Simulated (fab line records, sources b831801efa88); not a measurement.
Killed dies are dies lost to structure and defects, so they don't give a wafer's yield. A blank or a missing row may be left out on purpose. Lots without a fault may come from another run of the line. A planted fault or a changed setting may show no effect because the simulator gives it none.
fab line records | flow sky130
record lots=6 wafers=18 last_day=50
route steps=708 shown GATE_OXIDE@201 POLY_GATE@204 RES_PROTECT@206 PAD_OPEN@708
lots that met no fault: from a run of the same line without faults
start_h: hours from the record's first day to the start of the lot's first wafer shown | wait_h: hours since the lot's step before | " the same as in the row above | L1.1+2: a row that stands for several wafers | - no value, or no start given | * or withheld: withheld | < > ~ a bound
route shown NAME@n: a module of which the file shows steps, and the number in the route of the first | usual: mean/standard deviation of fault-free wafers | same: alike in all rows | chamber/n: place in a boat | sites: the reading at each site | _std_site: their standard deviation | _edge_site: outer sites' mean less inner sites' | radius_mm: how far each site lies from the wafer's centre | mask NAME#n: copy n | behind: the tool/chamber that last shaped the wafer | hold: why the lot was held/for how many hours/how that ended | device: the transistor (n, p or np) that didn't switch | end of line: the same wafers' tests at the end of the route | a step without rows: its recipe alone | killed: dies lost to structure and defects at the first sort, not the wafer's yield | map: a wafer's dies, x killed, . not, _ none there
set.NAME: the setting as run; set.NAME@STEP: as run at that earlier step | model.NAME: the simulator's own value behind a step, which no gauge read
lots at some steps of the route; a table a step, a row a wafer
services: from which hour (start_h, from the record's first day; less than 0 if before it) a tool's chamber was out of use, for how many hours, and why
## steps
# step SKY_GATE_OXIDE_TW_MEAS_14
# usual GATE_OXIDE_TW=223.5/2.7
# columns lot.wafer tool chamber start_h wait_h GATE_OXIDE_TW
L220.1 film_metro-01 - 369.08 0.1 226.9
L220.3 " - " " 226.6
L220.4 " - " " 226.0
L221.1 film_metro-04 - 375.60 0.1 220.5
L221.2 " - " " 219.0
L221.4 " - " " 219.8
L226.2 film_metro-04 - 425.76 0.1 219.1
L226.4 " - " " 220.3
L226.5 " - " " 218.8
L228.1 film_metro-03 - 437.55 0.1 224.2
L228.4 " - " " 224.1
L228.5 " - " " 223.5
L233.1 film_metro-03 - 474.85 0.1 224.9
L233.2 " - " " 225.1
L233.4 " - " " 225.6
L234.1 film_metro-01 - 483.33 0.1 225.8
L234.3 " - " " 224.8
L234.6 " - " " 226.4
# step SKY_GATE_OXIDE_CLEAN_15
# recipe chemistry=SC1/SC2 mix=1:4:20 temp_c=70 time_s=150 dry=n2_spin
# step SKY_GATE_OXIDE_OXIDATION_16
# recipe temp_c=800 ambient=O2 idle_temp_c=700 ramp_up_c_per_min=10 ramp_down_c_per_min=3 stabilise_s=600 purge_s=300 target_thk_a=35.7 ox_time_s=1915
# step SKY_POLY_GATE_CVD_00
# recipe material=poly-Si target_thk_nm=180 temp_c=620 time_s=720 pressure_mtorr=200
# step SKY_POLY_GATE_THK_MEAS_01
# recipe reads=poly-Si_of_POLY_GATE_CVD_00
# usual POLY_GATE_CVD_00_THK=180.8/1.8
# columns lot.wafer tool chamber start_h wait_h POLY_GATE_CVD_00_THK[nm]
L220.1 film_metro-02 - 372.34 0.0 179.9
L220.3 " - " " 180.3
L220.4 " - " " 180.6
L221.1 film_metro-02 - 380.72 0.0 178.9
L221.2 " - " " 177.8
L221.4 " - " " 177.9
L226.2 film_metro-01 - 429.39 0.0 182.7
L226.4 " - " " 183.3
L226.5 " - " " 183.6
L228.1 film_metro-01 - 441.23 0.0 183.6
L228.4 " - " " 182.2
L228.5 " - " " 184.4
L233.1 film_metro-03 - 477.69 0.0 180.5
L233.2 " - " " 178.9
L233.4 " - " " 180.9
L234.1 film_metro-02 - 486.63 0.0 179.5
L234.3 " - " " 179.9
L234.6 " - " " 178.4
# step SKY_RES_PROTECT_DEHYDRATE_00
# recipe temp_c=200 time_s=60
# step SKY_RES_PROTECT_HMDS_01
# recipe prime_time_s=60 prime_temp_c=120
# step SKY_RES_PROTECT_COAT_02
# recipe resist=NOVOLAK spin_rpm=3000 resist_thk_nm=1140
# step SKY_RES_PROTECT_SOFTBAKE_03
# recipe temp_c=90 time_s=60 resist=NOVOLAK
# step SKY_RES_PROTECT_EXPOSE_04
# recipe mask_id=RPM na=0.6 source_shape=conventional sigma_outer=0.6 polarization=unpolarized target_cd_nm=1270 dose_mj=131
# step SKY_RES_PROTECT_PEB_05
# recipe temp_c=withheld time_s=* resist=NOVOLAK
# step SKY_RES_PROTECT_DEVELOP_06
# recipe resist=NOVOLAK developer=TMAH develop_time_s=60 dev_temp_c=23
# step SKY_POLY_GATE_IMPLANT_02
# recipe species=P energy_kev=30 dose_cm2=7.7e+15 tilt_deg=0
# usual beam_on_s=33.6/2.6 dose_ions_cm2=7.7e+15/8.8e+12 end_station_pressure_torr=1.13e-05/1e-06 faraday_current_uA=12702/1000
# columns lot.wafer tool chamber start_h wait_h beam_on_s dose_ions_cm2 end_station_pressure_torr faraday_current_uA
L220.1 implanter-04 0 400.11 0.1 35.2 7.704e+15 1.13e-05 11988
L220.3 " 0 " " 35.4 7.697e+15 1.06e-05 11993
L220.4 " 0 " " 35.9 7.687e+15 1.03e-05 11816
L221.1 implanter-01 0 410.64 0.1 30.7 7.695e+15 1.26e-05 13758
L221.2 " 0 " " 29.2 7.688e+15 1.3e-05 14491
L221.4 " 0 " " 29.9 7.702e+15 1.32e-05 14173
L226.2 implanter-04 0 460.32 0.1 67.8 1.4474e+16 9e-06 11894
L226.4 " 0 " " 67.5 1.4463e+16 8.3e-06 11876
L226.5 " 0 " " 68.5 1.446e+16 7.9e-06 11709
L228.1 implanter-04 0 472.06 0.1 65.8 1.4455e+16 8.3e-06 12231
L228.4 " 0 " " 68.5 1.4461e+16 8.3e-06 11703
L228.5 " 0 " " 67.8 1.4447e+16 8.1e-06 11860
L233.1 implanter-01 0 508.81 0.1 30.6 7.7e+15 1.25e-05 13849
L233.2 " 0 " " 29.2 7.716e+15 1.14e-05 14415
L233.4 " 0 " " 29.7 7.702e+15 1.1e-05 14176
L234.1 implanter-01 0 517.31 0.1 30.0 7.697e+15 1.24e-05 14079
L234.3 " 0 " " 29.6 7.699e+15 1.31e-05 14303
L234.6 " 0 " " 31.3 7.699e+15 1.27e-05 13549
# step SKY_RES_PROTECT_STRIP_07
# recipe chemistry=O2/N2 power_w=1400 pressure_mtorr=1500 platen_temp_c=withheld o2_flow_sccm=3000 n2_flow_sccm=300 overash_fraction=0.5
# usual drypump_motor_current_A=6.0/0.49 oes_product_au=0.518/0.0043 strip_time_to_endpoint_s=23.29/0.04
# same overash_fraction=0.5
# columns lot.wafer tool chamber start_h wait_h drypump_motor_current_A oes_product_au rf_hours_counter_h strip_time_to_endpoint_s
L220.1 plasma_asher-04 1 400.26 0.1 5.5 0.517 64 23.25
L220.3 " 1 " " 5.4 0.516 - 23.25
L220.4 " 0 " " 6.0 0.518 - 23.23
L221.1 plasma_asher-04 0 410.79 0.1 6.1 0.521 65 23.22
L221.2 " 1 " " 5.4 0.516 65 23.22
L221.4 " 1 " " 5.4 0.519 - 23.23
L226.2 plasma_asher-04 0 460.44 0.1 6.1 0.497 71 25.01
L226.4 " 0 " " 6.0 0.503 - 25.06
L226.5 " 1 " " 5.4 0.496 - 25.02
L228.1 plasma_asher-04 1 472.21 0.1 5.4 0.496 72 25.09
L228.4 " 0 " " 6.0 0.495 - 25.05
L228.5 " 0 " " 6.1 0.497 - 25.05
L233.1 plasma_asher-02 1 508.96 0.1 5.7 0.518 7 23.31
L233.2 " 0 " " 6.8 0.512 7 23.31
L233.4 " 1 " " 5.8 0.517 - 23.28
L234.1 plasma_asher-02 0 517.46 0.1 6.8 0.519 7 23.30
L234.3 " 1 " " 5.7 0.521 - 23.31
L234.6 " 1 " " 5.7 0.521 - 23.31
# step SKY_RES_PROTECT_TW_MEAS_08
# usual POLY_GATE_TW=3996/33
# columns lot.wafer tool chamber start_h wait_h POLY_GATE_TW
L220.1 film_metro-02 - 400.36 0.1 4009
L220.3 " - " " 3982
L220.4 " - " " 4010
L221.1 film_metro-02 - 410.89 0.1 3985
L221.2 " - " " 3994
L221.4 " - " " 3998
L226.2 film_metro-04 - 460.55 0.1 4083
L226.4 " - " " 4070
L226.5 " - " " 4041
L228.1 film_metro-04 - 472.31 0.1 4072
L228.4 " - " " 4078
L228.5 " - " " 4099
L233.1 film_metro-02 - 509.06 0.1 4039
L233.2 " - " " 4009
L233.4 " - " " 4020
L234.1 film_metro-02 - 517.56 0.1 3984
L234.3 " - " " 4014
L234.6 " - " " 4007
# step SKY_PAD_OPEN_PROBE_99
# usual killed_at_M0_to_M3=44/6.5 killed_at_M4_up=2.9/1.7 killed_at_contacts=24/5.7 killed_at_front_end=16/4.4 killed_at_other=0.2/0.48 killed_dies=87/9.6 killed_open=48/6.7 killed_short=38/6.2
# same gross_dies=492 killed_at_back_side=0
# columns lot.wafer tool chamber start_h wait_h killed_at_M0_to_M3 killed_at_M4_up killed_at_contacts killed_at_front_end killed_at_other killed_dies killed_open killed_short model.etest.res_poly.line_ohm_um model.etest.licon_poly.rc_ohm model.etest.res_poly.rs_ohm_sq
L220.1 prober-02 - 1121.73 0.1 41 0 20 11 0 72 35 37 516.5 148.6 48.88
L220.3 prober-02 - 1121.83 0.2 47 1 36 12 0 96 58 38 529.6 145.5 47.81
L220.4 prober-02 - 1121.88 0.2 46 2 17 20 1 86 42 44 505.8 153.2 47.97
L221.1 prober-01 - 1126.73 0.1 42 5 33 10 0 90 48 40 535.5 156.6 48.94
L221.2 prober-01 - 1126.78 0.1 54 3 34 7 0 98 52 46 545.7 149 49.09
L221.4 prober-01 - 1126.88 0.2 54 2 31 14 0 101 56 45 528.3 141.2 48.74
L228.1 prober-01 - 1176.17 0.1 43 2 21 20 0 86 44 42 372.6 106.7 35.88
L228.4 prober-01 - 1176.32 0.2 47 2 15 16 0 80 43 37 363 101.4 35.57
L228.5 prober-01 - 1176.37 0.2 48 0 19 18 0 85 46 39 377.7 104.1 35.13
L226.2 prober-02 - 1177.71 0.1 54 2 24 8 0 88 46 42 385.1 109.2 35.61
L226.4 prober-02 - 1177.81 0.2 31 4 26 13 0 74 43 31 372.9 105.1 35.09
L226.5 prober-02 - 1177.86 0.2 39 4 27 18 0 88 56 32 343.8 101 34.88
L234.1 prober-02 - 1198.14 0.1 47 0 21 16 0 84 49 35 502.9 154.7 47.82
L234.3 prober-02 - 1198.24 0.2 44 5 24 15 0 88 45 41 485.3 141.5 47.15
L234.6 prober-02 - 1198.39 0.2 44 3 22 16 0 85 47 38 507.6 152.8 48.77
# killed by level:class
L220.1 VIA1:geometric_particle:open=8 METAL2:geometric_particle:short=6 LI_CONTACT:geometric_particle:open=6 LOCAL_INTERCONNECT:geometric_particle:short=6 VIA2:geometric_particle:open=6 VIA3:geometric_particle:open=5 METAL3:geometric_particle:short=4 POLY_GATE:geometric_particle:short=3
L220.3 CONTACT:geometric_particle:open=12 VIA1:geometric_particle:open=11 VIA3:geometric_particle:open=10 LI_CONTACT:geometric_particle:open=8 CONTACT:geometric_particle:short=7 VIA2:geometric_particle:open=7 METAL2:geometric_particle:short=6 FIELD_ISO:geometric_particle:open=5
L220.4 METAL2:geometric_particle:short=10 POLY_GATE:geometric_particle:short=8 METAL1:geometric_particle:short=8 VIA2:geometric_particle:open=7 CONTACT:geometric_particle:open=7 VIA1:geometric_particle:open=7 VIA3:geometric_particle:open=6 POLY_GATE:geometric_particle:open=4
L221.1 CONTACT:geometric_particle:open=12 LI_CONTACT:geometric_particle:open=10 VIA3:geometric_particle:open=10 VIA1:geometric_particle:open=7 CONTACT:geometric_particle:short=5 METAL1:geometric_particle:short=5 VIA1:geometric_particle:short=4 VIA3:geometric_particle:short=4
L221.2 LI_CONTACT:geometric_particle:open=13 VIA1:geometric_particle:open=11 CONTACT:geometric_particle:open=9 VIA1:geometric_particle:short=9 VIA2:geometric_particle:open=8 METAL2:geometric_particle:short=7 LI_CONTACT:geometric_particle:short=6 VIA2:geometric_particle:short=5
L221.4 CONTACT:geometric_particle:open=15 VIA1:geometric_particle:open=13 METAL1:geometric_particle:short=11 METAL2:geometric_particle:short=9 CONTACT:geometric_particle:short=8 VIA3:geometric_particle:open=6 LI_CONTACT:geometric_particle:open=5 FIELD_ISO:geometric_particle:short=4
L228.1 CONTACT:geometric_particle:open=10 FIELD_ISO:geometric_particle:open=8 METAL1:geometric_particle:short=8 VIA1:geometric_particle:open=8 CONTACT:geometric_particle:short=5 LI_CONTACT:geometric_particle:open=5 METAL2:geometric_particle:short=5 METAL3:geometric_particle:short=5
L228.4 VIA2:geometric_particle:open=9 VIA1:geometric_particle:open=7 CONTACT:geometric_particle:open=6 VIA3:geometric_particle:open=6 POLY_GATE:geometric_particle:short=5 METAL2:geometric_particle:short=5 METAL1:geometric_particle:short=5 VIA1:geometric_particle:short=5
L228.5 VIA1:geometric_particle:open=14 VIA3:geometric_particle:open=8 CONTACT:geometric_particle:open=6 VIA2:geometric_particle:short=6 POLY_GATE:geometric_particle:short=5 LI_CONTACT:geometric_particle:open=5 CONTACT:geometric_particle:short=5 VIA1:geometric_particle:short=5
L226.2 VIA1:geometric_particle:open=11 CONTACT:geometric_particle:open=10 VIA1:geometric_particle:short=8 VIA2:geometric_particle:open=8 METAL2:geometric_particle:short=7 VIA3:geometric_particle:open=7 LI_CONTACT:geometric_particle:open=5 CONTACT:geometric_particle:short=4
L226.4 CONTACT:geometric_particle:open=12 METAL1:geometric_particle:short=6 VIA2:geometric_particle:open=5 LI_CONTACT:geometric_particle:open=5 CONTACT:geometric_particle:short=5 VIA3:geometric_particle:open=5 FIELD_ISO:geometric_particle:open=4 POLY_GATE:geometric_particle:open=4
L226.5 CONTACT:geometric_particle:open=14 VIA3:geometric_particle:open=10 VIA1:geometric_particle:open=9 CONTACT:geometric_particle:short=6 LI_CONTACT:geometric_particle:open=5 VIA1:geometric_particle:short=5 FIELD_ISO:geometric_particle:open=4 POLY_GATE:geometric_particle:open=4
L234.1 VIA1:geometric_particle:open=12 CONTACT:geometric_particle:open=9 LI_CONTACT:geometric_particle:open=6 METAL1:geometric_particle:short=6 VIA3:geometric_particle:open=6 FIELD_ISO:geometric_particle:short=5 VIA2:geometric_particle:open=5 METAL2:geometric_particle:short=5
L234.3 VIA1:geometric_particle:open=9 CONTACT:geometric_particle:open=8 METAL2:geometric_particle:short=8 LI_CONTACT:geometric_particle:open=6 VIA1:geometric_particle:short=6 POLY_GATE:geometric_particle:short=5 VIA3:geometric_particle:open=5 CONTACT:geometric_particle:short=5
L234.6 VIA1:geometric_particle:open=10 VIA3:geometric_particle:open=10 CONTACT:geometric_particle:open=9 POLY_GATE:geometric_particle:short=6 METAL1:geometric_particle:short=6 LOCAL_INTERCONNECT:geometric_particle:short=5 METAL3:geometric_particle:short=5 VIA2:geometric_particle:open=5
## services
# columns tool chamber start_h hours kind
plasma_asher-02 - 400.01 0.5 repair
plasma_asher-02 - 407.01 7.8 repair
implanter-04 - 409.11 0.7 repair
plasma_asher-02 - 415.18 1.6 repair
plasma_asher-02 - 421.25 9.0 pm
plasma_asher-02 0 421.25 9.0 vent_cycle
plasma_asher-02 1 421.25 9.0 vent_cycle
implanter-01 - 422.51 3.6 repair
plasma_asher-02 0 430.25 - clean
plasma_asher-02 1 430.25 - clean
implanter-04 - 433.82 1.1 repair
plasma_asher-02 - 444.50 2.8 pm
plasma_asher-02 - 447.96 14.6 pm
implanter-01 - 468.08 1.7 repair
implanter-04 - 469.52 2.5 repair
implanter-01 - 480.02 2.5 repair
implanter-01 - 496.41 5.7 repair
implanter-04 - 497.16 1.4 repair
implanter-04 - 505.65 5.3 repair
## key
first_sign step=SKY_POLY_GATE_IMPLANT_02 reading=dose_ions_cm2 direction=up sigmas=99+ usual=* struck=*
effect step=SKY_POLY_GATE_IMPLANT_02 reading=beam_on_s direction=up sigmas=13 usual=33.6 struck=67.6
effect step=SKY_RES_PROTECT_STRIP_07 reading=strip_time_to_endpoint_s direction=up sigmas=44 usual=* struck=*
effect step=SKY_RES_PROTECT_TW_MEAS_08 reading=POLY_GATE_TW direction=up sigmas=2.4 usual=3996 struck=4074
model_effect step=SKY_PAD_OPEN_PROBE_99 value=etest.res_poly.line_ohm_um without=490.5 struck=369.2
met_at SKY_POLY_GATE_IMPLANT_02
struck_wafers L226.2,L226.4,L226.5,L228.1,L228.4,L228.5
tester_left_out L226,L228
onset_between 400.11 460.32
fault kind=process_parameter_drift tool=implanter-04 chamber=- onset_h=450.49 steps=SKY_POLY_GATE_IMPLANT_02 channel=dose_cm2 offset=* shape=step end_h=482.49 acts_in=* stated=*
# tester_left_out: of these lots the tester's yield and bins aren't shown, on N5 and GAA mostly nor the transistor test; their killed dies are dies lost to structure and defects alone, not to doping, threshold or leakage, so they don't give the yield
